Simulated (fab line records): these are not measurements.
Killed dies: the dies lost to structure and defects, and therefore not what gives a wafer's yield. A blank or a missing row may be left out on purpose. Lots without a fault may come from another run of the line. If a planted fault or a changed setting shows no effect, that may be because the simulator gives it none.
fab line records | flow sky130
[record] lots = 13 wafers = 37 last_day = 50
route steps=708 shown FIELD_ISO@15 NWELL@34 VT_ADJUST_HVTP@92 PAD_OPEN@708
lots that met no fault: from a run of the same line without faults
start_h: hours from the record's first day to the start of the lot's first wafer shown | wait_h: hours elapsed since this lot's preceding step | " the same as in the row above | L1.1+2: one row covering several wafers at once | - no value, or no start was given | * or withheld: withheld | < > ~ a bound
route shown NAME@n: a module of which the file shows steps, and the number in the route of the first | usual: mean/standard deviation of fault-free wafers | same: alike in all rows | chamber/n: place in a boat | sites: the reading at each site | _std_site: how widely they spread, as a standard deviation | _edge_site: inner sites' mean taken away from outer sites' mean | radius_mm: how far each site lies from the wafer's centre | mask NAME#n: copy n | behind: the most recent tool/chamber to have shaped the wafer | hold: reason for holding the lot/hours on hold/outcome of the hold | device: transistor that didn't switch, given as n, p or np | end of line: the route-end tests of the same wafers | a step given without rows: its recipe and nothing more | killed: dies lost to structure and defects at the first sort, not the wafer's yield | map: dies across one wafer; x = killed, . = not, _ = none there
set.NAME: the setting that was run; set.NAME@STEP: the one run at that earlier step | model.NAME: the simulator's own value behind a step, which no gauge read
one table for each step of the route and one row for each wafer, over a sample of lots
services: the hour from which a tool's chamber was out of use, counted from the record's first day as start_h (under 0 if before that day), plus the number of hours and why
[[steps]]
[step SKY_FIELD_ISO_ETCH_14]
[recipe] chemistry = N2/H2 target = BARC ion_energy_ev = 200 source_w = 500 bias_w = 100 pressure_mtorr = 30 n2_flow_sccm = 100 h2_flow_sccm = 200 stop_on = SiO2 time_s = 45.9 target_depth_a = 600
[usual] drypump_motor_current_A = 5.8/0.5 oes_product_au = 0.854/0.0048 throttle_valve_pct = 13.225/0.0076
// columns lot.wafer tool chamber start_h wait_h drypump_motor_current_A oes_product_au rf_hours_counter_h throttle_valve_pct
L703.1 rie_diel-02 0 28.33 0.1 5.8 0.853 112 13.214
L703.4 " 2 " " 5.8 0.858 - 13.223
L703.6 " 1 " " 5.4 0.860 - 13.234
L704.1 rie_diel-01 0 33.92 0.1 5.5 0.863 124 13.227
L704.2 " 2 " " 6.4 0.850 3 13.230
L704.6 " 1 " " 6.2 0.859 - 13.237
L705.3 rie_diel-02 1 42.12 0.1 5.4 0.852 52 13.228
L705.5 " 0 " " 5.8 0.856 - 13.231
L705.6 " 1 " " 5.4 0.846 - 13.227
L707.3 rie_diel-04 2 51.07 0.1 6.7 0.854 99 13.215
L707.6 " 1 " " 5.6 0.852 - 13.229
L709.3 rie_diel-01 2 60.58 0.1 6.4 0.854 3 13.221
L709.6 " 2 " " 6.4 0.857 - 13.238
L719.1 rie_diel-04 2 112.88 0.1 6.7 0.850 100 13.220
L719.2 " 1 " " 5.7 0.845 134 13.238
L719.3 " 3 " " 5.9 0.856 95 13.223
L720.2 rie_diel-04 1 118.42 0.1 5.6 0.850 134 13.225
L720.3 " 2 " " 6.7 0.850 100 13.229
L720.5 " 0 " " 4.8 0.854 - 13.228
L721.3 rie_diel-01 3 128.52 0.1 5.5 0.857 148 13.234
L721.5 " 0 " " 5.4 0.848 - 13.221
L721.6 " 1 " " 6.1 0.864 - 13.223
L722.2 rie_diel-04 0 131.42 0.1 4.8 0.848 3 13.235
L722.5 " 1 " " 5.6 0.860 - 13.245
L722.6 " 2 " " 6.6 0.854 - 13.226
L723.2 rie_diel-04 0 134.58 0.1 4.8 0.857 3 13.228
L723.3 " 1 " " 5.6 0.856 134 13.229
L723.4 " 3 " " 5.9 0.849 95 13.220
L724.4 rie_diel-01 1 138.89 0.1 6.1 0.856 - 13.224
L724.5 " 0 " " 5.5 0.854 - 13.223
L724.6 " 2 " " 6.4 0.861 - 13.228
L725.1 rie_diel-01 1 143.47 0.1 6.2 0.845 8 13.230
L725.3 " 2 " " 6.4 0.860 5 13.230
L725.5 " 3 " " 5.5 0.845 - 13.225
L726.1 rie_diel-04 2 148.87 0.1 6.7 0.858 101 13.241
L726.2 " 0 " " 4.8 0.862 3 13.233
L726.5 " 2 " " 6.7 0.855 - 13.231
[step SKY_FIELD_ISO_CMP_27]
[recipe] stop_on = Si3N4 t_overpolish_s = 16 down_force_psi = 4 platen_rpm = 60 target_thk_nm = 457.8 pad_velocity_m_s = 0.94248
[usual] motor_current_A = 12.6/1.3 overpolish_run_s = 16.000/0.0089 time_to_endpoint_s = 112/3.6
// columns lot.wafer tool chamber start_h wait_h motor_current_A overpolish_run_s time_to_endpoint_s
L703.4 cmp-02 0 33.24 0.0 12.5 15.988 112
L703.1 " 3 " " 13.8 16.012 112
L703.6 " 0 " " 12.1 15.996 109
L704.1 cmp-02 3 38.64 0.0 13.6 15.997 108
L704.2 " 0 " " 11.9 16.004 108
L704.6 " 0 " " 12.3 15.995 108
L705.3 cmp-01 0 45.57 0.1 13.4 15.993 114
L705.5 " 3 " " 11.9 16.010 121
L705.6 " 0 " " 13.5 15.990 115
L707.3 cmp-02 2 54.87 0.1 13.1 16.002 115
L707.6 " 0 " " 12.4 15.989 60
L709.3 cmp-02 3 66.84 0.3 13.2 16.009 110
L709.6 " 2 " " 13.3 15.995 60
L719.2 cmp-01 0 116.30 0.0 14.2 15.988 109
L719.1 " 1 " " 9.3 16.006 113
L719.3 " 2 " " 13.7 15.996 111
L720.3 cmp-02 3 121.93 0.1 13.7 16.001 115
L720.2 " 0 " " 11.9 15.998 115
L720.5 " 2 " " 13.0 16.011 116
L721.3 cmp-02 1 132.15 0.1 13.2 16.005 107
L721.5 " 2 " " 12.9 16.004 111
L721.6 " 3 " " 13.7 15.998 112
L722.2 cmp-02 2 136.12 0.1 13.9 15.998 112
L722.6 " 1 " " 13.1 16.005 109
L722.5 " 2 " " 12.6 15.997 116
L723.2 cmp-02 1 141.48 0.0 13.6 15.993 106
L723.4 " 2 " " 13.4 16.009 110
L723.3 " 0 " " 12.4 16.002 114
L724.4 cmp-01 1 144.61 0.1 8.8 16.005 111
L724.5 " 2 " " 13.2 15.999 109
L724.6 " 3 " " 11.9 16.011 112
L725.1 cmp-01 3 148.53 0.1 11.5 16.000 117
L725.3 " 1 " " 9.1 15.997 110
L725.5 " 2 " " 13.6 15.990 111
L726.1 cmp-01 3 152.38 0.1 11.9 16.002 115
L726.2 " 0 " " 13.8 16.014 108
L726.5 " 1 " " 9.4 16.002 111
[step SKY_NWELL_THK_MEAS_02]
[recipe] reads = SiO2_of_NWELL_OXIDATION_01
[usual] NWELL_OXIDATION_THK = 9.95/0.21
// columns lot.wafer tool chamber start_h wait_h NWELL_OXIDATION_THK[nm]
L703.1 film_metro-04 - 35.55 0.0 10.00
L703.4 " - " " 10.19
L703.6 " - " " 10.04
L704.1 film_metro-03 - 41.71 0.0 9.82
L704.2 " - " " 9.92
L704.6 " - " " 9.93
L705.3 film_metro-03 - 48.45 0.0 10.04
L705.5 " - " " 10.02
L705.6 " - " " 10.03
L707.3 film_metro-01 - 59.21 0.0 9.86
L707.6 " - " " 9.90
L709.3 film_metro-01 - 69.13 0.0 9.92
L709.6 " - " " 10.01
L719.1 film_metro-01 - 118.95 0.0 9.89
L719.2 " - " " 9.90
L719.3 " - " " 9.89
L720.2 film_metro-01 - 124.14 0.0 9.86
L720.3 " - " " 9.80
L720.5 " - " " 9.74
L721.3 film_metro-01 - 134.59 0.0 9.50
L721.5 " - " " 9.78
L721.6 " - " " 9.68
L722.2 film_metro-01 - 139.99 0.0 9.48
L722.5 " - " " 9.52
L722.6 " - " " 9.51
L723.2 film_metro-01 - 145.48 0.0 9.78
L723.3 " - " " 9.70
L723.4 " - " " 9.72
L724.4 film_metro-03 - 147.06 0.0 10.07
L724.5 " - " " 10.29
L724.6 " - " " 9.95
L725.1 film_metro-04 - 150.78 0.0 9.94
L725.3 " - " " 10.04
L725.5 " - " " 9.97
L726.1 film_metro-04 - 156.62 0.0 10.17
L726.2 " - " " 9.95
L726.5 " - " " 10.06
[step SKY_VT_ADJUST_HVTP_CD_MEAS_07]
[recipe] target_cd_nm = 380
[usual] cd_nm = 380.3/2.3
// columns lot.wafer tool chamber start_h wait_h cd_nm
L703.1 cd_sem-02 - 121.11 0.1 381.4
L703.4 " - " " 382.2
L703.6 " - " " 379.2
L704.1 cd_sem-01 - 128.70 0.1 379.2
L704.2 " - " " 379.7
L704.6 " - " " 378.0
L705.3 cd_sem-01 - 137.84 0.1 382.8
L705.5 " - " " 383.9
L705.6 " - " " 383.4
L707.3 cd_sem-02 - 150.44 0.1 379.8
L707.6 " - " " 380.9
L709.3 cd_sem-02 - 162.29 0.1 379.5
L709.6 " - " " 376.3
L719.1 cd_sem-01 - 222.45 0.1 382.3
L719.2 " - " " 381.0
L719.3 " - " " 382.0
L720.2 cd_sem-01 - 228.27 0.1 379.2
L720.3 " - " " 380.4
L720.5 " - " " 379.5
L721.3 cd_sem-01 - 240.19 0.1 379.5
L721.5 " - " " 378.9
L721.6 " - " " 379.8
L722.2 cd_sem-01 - 246.92 0.1 380.0
L722.5 " - " " 380.2
L722.6 " - " " 379.3
L723.2 cd_sem-01 - 253.97 0.1 381.1
L723.3 " - " " 382.6
L723.4 " - " " 382.9
L724.4 cd_sem-01 - 256.61 0.1 379.2
L724.5 " - " " 379.3
L724.6 " - " " 381.0
L725.1 cd_sem-02 - 260.30 0.1 376.6
L725.3 " - " " 378.2
L725.5 " - " " 377.1
L726.1 cd_sem-01 - 267.56 0.1 381.0
L726.2 " - " " 376.2
L726.5 " - " " 376.9
[step SKY_PAD_OPEN_PROBE_99]
[usual] killed_at_M0_to_M3 = 43/7.7 killed_at_M4_up = 3.1/1.7 killed_at_contacts = 23/4.8 killed_at_front_end = 15/4.5 killed_at_other = 0.3/0.58 killed_dies = 85/10 killed_open = 46/7.5 killed_short = 38/6.5
[same] gross_dies = 492 killed_at_back_side = 0
// columns lot.wafer tool chamber start_h wait_h killed_at_M0_to_M3 killed_at_M4_up killed_at_contacts killed_at_front_end killed_at_other killed_dies killed_open killed_short
L703.1 prober-02 - 1070.44 0.1 36 4 28 9 2 79 42 37
L703.4 prober-02 - 1070.59 0.2 34 2 19 20 0 75 41 34
L703.6 prober-02 - 1070.69 0.2 37 4 24 17 0 82 48 34
L704.1 prober-01 - 1078.09 0.1 54 5 20 17 0 96 45 51
L704.2 prober-01 - 1078.14 0.1 47 5 26 10 0 88 55 33
L704.6 prober-01 - 1078.34 0.2 62 2 22 17 0 103 51 52
L705.3 prober-01 - 1087.79 0.2 53 2 17 8 0 80 41 39
L705.5 prober-01 - 1087.89 0.2 43 0 27 8 0 78 45 33
L705.6 prober-01 - 1087.94 0.2 42 2 20 14 0 78 51 27
L707.3 prober-02 - 1103.52 0.2 40 2 18 11 3 74 31 40
L707.6 prober-02 - 1103.67 0.2 44 3 21 12 1 81 36 44
L709.3 prober-01 - 1116.68 0.2 52 4 17 17 0 90 49 41
L709.6 prober-01 - 1116.83 0.2 34 3 22 23 0 82 48 34
L719.1 prober-02 - 1164.04 0.1 49 4 22 6 1 82 37 45
L719.2 prober-02 - 1164.09 0.1 41 6 19 11 2 79 43 36
L719.3 prober-02 - 1164.14 0.2 44 1 23 17 0 85 42 43
L720.2 prober-01 - 1173.73 0.1 35 4 22 15 1 77 46 31
L720.3 prober-01 - 1173.78 0.2 50 1 23 15 1 90 49 41
L720.5 prober-01 - 1173.88 0.2 38 3 23 19 1 84 46 38
L721.3 prober-02 - 1183.05 0.2 31 3 23 16 0 73 44 29
L721.5 prober-02 - 1183.15 0.2 56 1 27 17 1 102 59 43
L721.6 prober-02 - 1183.20 0.2 36 1 16 16 0 69 33 36
L722.2 prober-01 - 1185.36 0.1 46 2 18 11 0 77 43 34
L722.5 prober-01 - 1185.51 0.2 60 2 28 11 0 101 52 48
L722.6 prober-01 - 1185.56 0.2 48 2 24 8 0 82 48 34
L723.2 prober-02 - 1191.13 0.1 58 3 42 16 0 119 73 45
L723.3 prober-02 - 1191.18 0.2 45 3 21 17 0 86 50 36
L723.4 prober-02 - 1191.23 0.2 53 2 23 26 0 104 52 51
L724.4 prober-01 - 1191.50 0.2 35 2 32 15 0 84 43 41
L724.5 prober-01 - 1191.55 0.2 36 3 31 9 0 79 51 28
L724.6 prober-01 - 1191.60 0.2 45 6 16 10 0 77 48 29
L725.1 prober-02 - 1193.62 0.1 49 4 25 15 0 93 46 47
L725.3 prober-02 - 1193.72 0.2 36 3 27 25 0 91 54 37
L725.5 prober-02 - 1193.82 0.2 35 1 20 13 0 69 44 25
L726.1 prober-01 - 1199.20 0.1 32 3 27 14 0 76 38 35
L726.2 prober-01 - 1199.25 0.1 60 4 32 17 1 114 62 50
L726.5 prober-01 - 1199.40 0.2 44 2 14 9 1 70 42 26
// killed by level:class
L703.1 CONTACT:geometric_particle:open=10 VIA1:geometric_particle:open=8 LI_CONTACT:geometric_particle:open=7 VIA3:geometric_particle:open=7 VIA1:geometric_particle:short=5 VIA2:geometric_particle:short=5 POLY_GATE:geometric_particle:short=4 CONTACT:geometric_particle:short=4
L703.4 POLY_GATE:geometric_particle:short=7 FIELD_ISO:geometric_particle:open=6 VIA1:geometric_particle:open=6 CONTACT:geometric_particle:open=5 VIA2:geometric_particle:open=5 POLY_GATE:geometric_particle:open=4 VIA3:geometric_particle:short=4 LI_CONTACT:geometric_particle:open=4
L703.6 VIA1:geometric_particle:open=10 CONTACT:geometric_particle:open=9 FIELD_ISO:geometric_particle:open=7 LI_CONTACT:geometric_particle:open=5 CONTACT:geometric_particle:short=5 VIA3:geometric_particle:open=5 LOCAL_INTERCONNECT:geometric_particle:short=4 POLY_GATE:geometric_particle:open=4
L704.1 VIA1:geometric_particle:open=15 CONTACT:geometric_particle:short=8 VIA1:geometric_particle:short=7 METAL2:geometric_particle:short=6 FIELD_ISO:geometric_particle:open=5 POLY_GATE:geometric_particle:short=5 CONTACT:geometric_particle:open=5 METAL1:geometric_particle:short=5
L704.2 VIA1:geometric_particle:open=13 LI_CONTACT:geometric_particle:open=9 VIA1:geometric_particle:short=8 VIA2:geometric_particle:open=7 VIA3:geometric_particle:open=7 CONTACT:geometric_particle:open=6 FIELD_ISO:geometric_particle:open=5 LI_CONTACT:geometric_particle:short=5
L704.6 VIA3:geometric_particle:open=14 VIA1:geometric_particle:open=8 CONTACT:geometric_particle:open=7 METAL2:geometric_particle:short=7 VIA1:geometric_particle:short=7 VIA2:geometric_particle:open=7 FIELD_ISO:geometric_particle:short=6 LI_CONTACT:geometric_particle:open=6
L705.3 VIA1:geometric_particle:open=9 LI_CONTACT:geometric_particle:open=8 METAL1:geometric_particle:short=8 VIA1:geometric_particle:short=7 VIA3:geometric_particle:open=7 VIA2:geometric_particle:open=6 FIELD_ISO:geometric_particle:short=5 CONTACT:geometric_particle:short=5
L705.5 VIA1:geometric_particle:open=17 CONTACT:geometric_particle:open=11 METAL2:geometric_particle:short=7 LI_CONTACT:geometric_particle:open=6 CONTACT:geometric_particle:short=5 FIELD_ISO:geometric_particle:short=4 VIA1:geometric_particle:short=4 VIA3:geometric_particle:open=4
L705.6 VIA1:geometric_particle:open=11 CONTACT:geometric_particle:open=9 FIELD_ISO:geometric_particle:open=7 VIA3:geometric_particle:open=7 VIA2:geometric_particle:open=6 METAL2:geometric_particle:short=6 LI_CONTACT:geometric_particle:open=5 FIELD_ISO:geometric_particle:short=3
L707.3 METAL1:geometric_particle:short=7 VIA1:geometric_particle:short=6 METAL2:geometric_particle:short=6 FIELD_ISO:geometric_particle:open=5 LI_CONTACT:geometric_particle:open=5 LOCAL_INTERCONNECT:geometric_particle:short=4 CONTACT:geometric_particle:short=4 CONTACT:geometric_particle:open=4
L707.6 METAL1:geometric_particle:short=9 VIA1:geometric_particle:open=7 METAL2:geometric_particle:short=7 LI_CONTACT:geometric_particle:short=5 CONTACT:geometric_particle:open=5 VIA2:geometric_particle:open=5 LI_CONTACT:geometric_particle:open=4 VIA1:geometric_particle:short=4
L709.3 FIELD_ISO:geometric_particle:open=9 VIA1:geometric_particle:open=9 METAL1:geometric_particle:short=8 VIA3:geometric_particle:open=8 CONTACT:geometric_particle:open=7 VIA1:geometric_particle:short=6 VIA2:geometric_particle:open=6 CONTACT:geometric_particle:short=5
L709.6 VIA1:geometric_particle:open=10 FIELD_ISO:geometric_particle:short=9 CONTACT:geometric_particle:short=9 FIELD_ISO:geometric_particle:open=8 CONTACT:geometric_particle:open=8 VIA2:geometric_particle:open=6 LI_CONTACT:geometric_particle:open=4 VIA3:geometric_particle:open=4
L719.1 VIA3:geometric_particle:open=12 VIA1:geometric_particle:open=8 METAL2:geometric_particle:short=7 CONTACT:geometric_particle:short=7 VIA1:geometric_particle:short=7 CONTACT:geometric_particle:open=5 METAL4:geometric_particle:short=4 LI_CONTACT:geometric_particle:open=4
L719.2 VIA1:geometric_particle:open=12 LI_CONTACT:geometric_particle:open=9 METAL2:geometric_particle:short=8 VIA3:geometric_particle:open=8 METAL4:geometric_particle:short=6 LOCAL_INTERCONNECT:geometric_particle:short=4 CONTACT:geometric_particle:open=4 VIA1:geometric_particle:short=4
L719.3 METAL2:geometric_particle:short=10 CONTACT:geometric_particle:open=9 METAL1:geometric_particle:short=9 FIELD_ISO:geometric_particle:open=7 LI_CONTACT:geometric_particle:open=7 VIA3:geometric_particle:open=7 VIA2:geometric_particle:open=5 FIELD_ISO:geometric_particle:short=4
L720.2 METAL1:geometric_particle:short=9 LI_CONTACT:geometric_particle:open=8 CONTACT:geometric_particle:open=8 VIA1:geometric_particle:open=7 FIELD_ISO:geometric_particle:open=6 METAL2:geometric_particle:short=5 LOCAL_INTERCONNECT:geometric_particle:short=4 FIELD_ISO:geometric_particle:short=3
L720.3 VIA1:geometric_particle:open=11 CONTACT:geometric_particle:open=9 LI_CONTACT:geometric_particle:open=7 METAL1:geometric_particle:short=7 METAL3:geometric_particle:short=6 VIA1:geometric_particle:short=5 VIA3:geometric_particle:open=5 VIA3:geometric_particle:short=4
L720.5 VIA2:geometric_particle:open=12 VIA3:geometric_particle:open=8 LI_CONTACT:geometric_particle:open=7 LOCAL_INTERCONNECT:geometric_particle:short=6 METAL2:geometric_particle:short=5 FIELD_ISO:geometric_particle:open=4 FIELD_ISO:geometric_particle:short=4 SPACER:geometric_particle:short=4
L721.3 CONTACT:geometric_particle:open=8 LI_CONTACT:geometric_particle:open=7 POLY_GATE:geometric_particle:open=6 METAL1:geometric_particle:short=6 VIA1:geometric_particle:open=5 VIA3:geometric_particle:open=5 VIA2:geometric_particle:open=4 FIELD_ISO:geometric_particle:open=3
L721.5 VIA1:geometric_particle:open=13 VIA2:geometric_particle:open=13 CONTACT:geometric_particle:open=7 LI_CONTACT:geometric_particle:open=7 VIA3:geometric_particle:open=7 LOCAL_INTERCONNECT:geometric_particle:short=6 METAL3:geometric_particle:short=5 POLY_GATE:geometric_particle:short=4
L721.6 VIA1:geometric_particle:open=7 VIA1:geometric_particle:short=6 VIA2:geometric_particle:open=5 SPACER:geometric_particle:open=4 METAL1:geometric_particle:short=4 LI_CONTACT:geometric_particle:open=4 LOCAL_INTERCONNECT:geometric_particle:short=4 FIELD_ISO:geometric_particle:open=3
L722.2 METAL1:geometric_particle:short=9 VIA3:geometric_particle:open=7 LI_CONTACT:geometric_particle:open=7 VIA1:geometric_particle:open=7 POLY_GATE:geometric_particle:open=6 CONTACT:geometric_particle:open=5 METAL2:geometric_particle:short=5 VIA2:geometric_particle:open=5
L722.5 VIA1:geometric_particle:open=15 CONTACT:geometric_particle:open=12 VIA3:geometric_particle:open=9 VIA3:geometric_particle:short=9 METAL1:geometric_particle:short=7 VIA2:geometric_particle:open=6 VIA1:geometric_particle:short=6 LI_CONTACT:geometric_particle:open=5
L722.6 VIA3:geometric_particle:open=14 VIA1:geometric_particle:open=9 CONTACT:geometric_particle:open=8 VIA2:geometric_particle:open=8 VIA3:geometric_particle:short=5 LI_CONTACT:geometric_particle:open=5 LI_CONTACT:geometric_particle:short=4 CONTACT:geometric_particle:short=4
L723.2 VIA1:geometric_particle:open=24 CONTACT:geometric_particle:open=18 LI_CONTACT:geometric_particle:open=9 LOCAL_INTERCONNECT:geometric_particle:short=7 VIA1:geometric_particle:short=6 FIELD_ISO:geometric_particle:open=5 CONTACT:geometric_particle:short=5 METAL1:geometric_particle:short=5
L723.3 CONTACT:geometric_particle:open=9 VIA1:geometric_particle:open=9 VIA2:geometric_particle:open=7 VIA1:geometric_particle:short=6 METAL1:geometric_particle:short=6 FIELD_ISO:geometric_particle:short=5 METAL1:geometric_particle:open=5 LOCAL_INTERCONNECT:geometric_particle:short=5
L723.4 VIA2:geometric_particle:open=13 CONTACT:geometric_particle:open=10 VIA1:geometric_particle:open=10 METAL2:geometric_particle:short=9 POLY_GATE:geometric_particle:short=8 VIA1:geometric_particle:short=6 LI_CONTACT:geometric_particle:short=5 FIELD_ISO:geometric_particle:open=4
L724.4 CONTACT:geometric_particle:open=12 VIA1:geometric_particle:open=10 LI_CONTACT:geometric_particle:open=8 FIELD_ISO:geometric_particle:short=7 METAL1:geometric_particle:short=6 CONTACT:geometric_particle:short=5 METAL2:geometric_particle:short=5 LOCAL_INTERCONNECT:geometric_particle:short=4
L724.5 CONTACT:geometric_particle:open=16 METAL1:geometric_particle:short=11 LI_CONTACT:geometric_particle:open=10 VIA3:geometric_particle:open=5 POLY_GATE:geometric_particle:open=4 VIA1:geometric_particle:open=4 VIA3:geometric_particle:short=4 VIA1:geometric_particle:short=3
L724.6 VIA1:geometric_particle:open=12 VIA3:geometric_particle:open=8 LI_CONTACT:geometric_particle:open=6 VIA2:geometric_particle:open=6 METAL3:geometric_particle:short=5 METAL2:geometric_particle:short=5 LOCAL_INTERCONNECT:geometric_particle:short=4 METAL4:geometric_particle:open=4
L725.1 CONTACT:geometric_particle:open=13 METAL1:geometric_particle:short=8 VIA1:geometric_particle:open=7 FIELD_ISO:geometric_particle:short=6 METAL2:geometric_particle:short=6 LI_CONTACT:geometric_particle:open=5 METAL2:geometric_particle:open=5 VIA2:geometric_particle:open=5
L725.3 CONTACT:geometric_particle:open=11 VIA1:geometric_particle:open=10 FIELD_ISO:geometric_particle:open=6 VIA2:geometric_particle:open=6 VIA3:geometric_particle:open=6 FIELD_ISO:geometric_particle:short=5 POLY_GATE:geometric_particle:short=5 LI_CONTACT:geometric_particle:open=4
L725.5 VIA2:geometric_particle:open=11 LI_CONTACT:geometric_particle:open=7 CONTACT:geometric_particle:open=7 METAL2:geometric_particle:short=7 POLY_GATE:geometric_particle:open=4 VIA3:geometric_particle:open=4 LI_CONTACT:geometric_particle:short=3 VIA1:geometric_particle:open=3
L726.1 VIA1:geometric_particle:open=9 CONTACT:geometric_particle:open=8 CONTACT:geometric_particle:short=6 LI_CONTACT:geometric_particle:open=6 VIA3:geometric_particle:open=4 FIELD_ISO:geometric_particle:open=3 FIELD_ISO:geometric_particle:short=3 LI_CONTACT:geometric_particle:short=3
L726.2 VIA1:geometric_particle:open=14 LI_CONTACT:geometric_particle:open=13 VIA2:geometric_particle:open=10 VIA2:geometric_particle:short=8 CONTACT:geometric_particle:open=7 METAL1:geometric_particle:short=6 CONTACT:geometric_particle:short=5 LOCAL_INTERCONNECT:geometric_particle:short=4
L726.5 VIA1:geometric_particle:open=14 CONTACT:geometric_particle:open=9 VIA2:geometric_particle:open=8 METAL2:geometric_particle:short=7 POLY_GATE:geometric_particle:short=3 POLY_GATE:geometric_particle:open=3 METAL1:geometric_particle:short=3 VIA1:geometric_particle:short=3
[[services]]
// columns tool chamber start_h hours kind
cmp-01 - 5.93 1.0 repair
rie_diel-02 3 19.15 - clean
rie_diel-02 3 19.15 29.5 scheduled_down
rie_diel-02 3 19.15 29.5 vent_cycle
rie_diel-02 2 34.87 3.9 repair
rie_diel-04 - 41.80 0.6 repair
cmp-01 - 48.02 1.1 repair
rie_diel-02 2 58.40 5.7 repair
rie_diel-02 0 60.36 3.9 repair
cmp-01 - 64.19 4.0 pm
cmp-01 - 68.19 - consumable_replace:conditioner
cmp-01 - 68.19 - consumable_replace:pad
cmp-01 - 76.44 6.2 repair
cmp-01 - 99.05 4.1 pm
rie_diel-01 0 100.13 24.2 repair
rie_diel-01 1 106.28 2.9 repair
rie_diel-02 3 121.52 15.1 repair
rie_diel-01 3 137.40 3.0 repair
cmp-02 - 146.18 5.5 pm
[[key]]
[first_sign] step = SKY_FIELD_ISO_CMP_27 reading = time_to_endpoint_s direction = down sigmas = 14 usual = * struck = *
effect none on later readings
met_at SKY_FIELD_ISO_CMP_27
struck_lots L707,L709
struck_wafers L707.6,L709.6
tester_left_out L707,L709
not_acting_at SKY_FIELD_ISO_ETCH_14,SKY_NWELL_THK_MEAS_02,SKY_VT_ADJUST_HVTP_CD_MEAS_07
onset_between 38.64 54.87
[fault] kind = process_parameter_drift tool = cmp-02 chamber = - onset_h = 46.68 steps = SKY_FIELD_ISO_CMP_27 channel = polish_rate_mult offset = 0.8 shape = step end_h = 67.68 scope = struck_wafers_only
// tester_left_out: of these lots the tester's yield and bins aren't shown, on N5 and GAA mostly nor the transistor test; their killed dies are dies lost to structure and defects alone, not to doping, threshold or leakage, so they don't give the yield
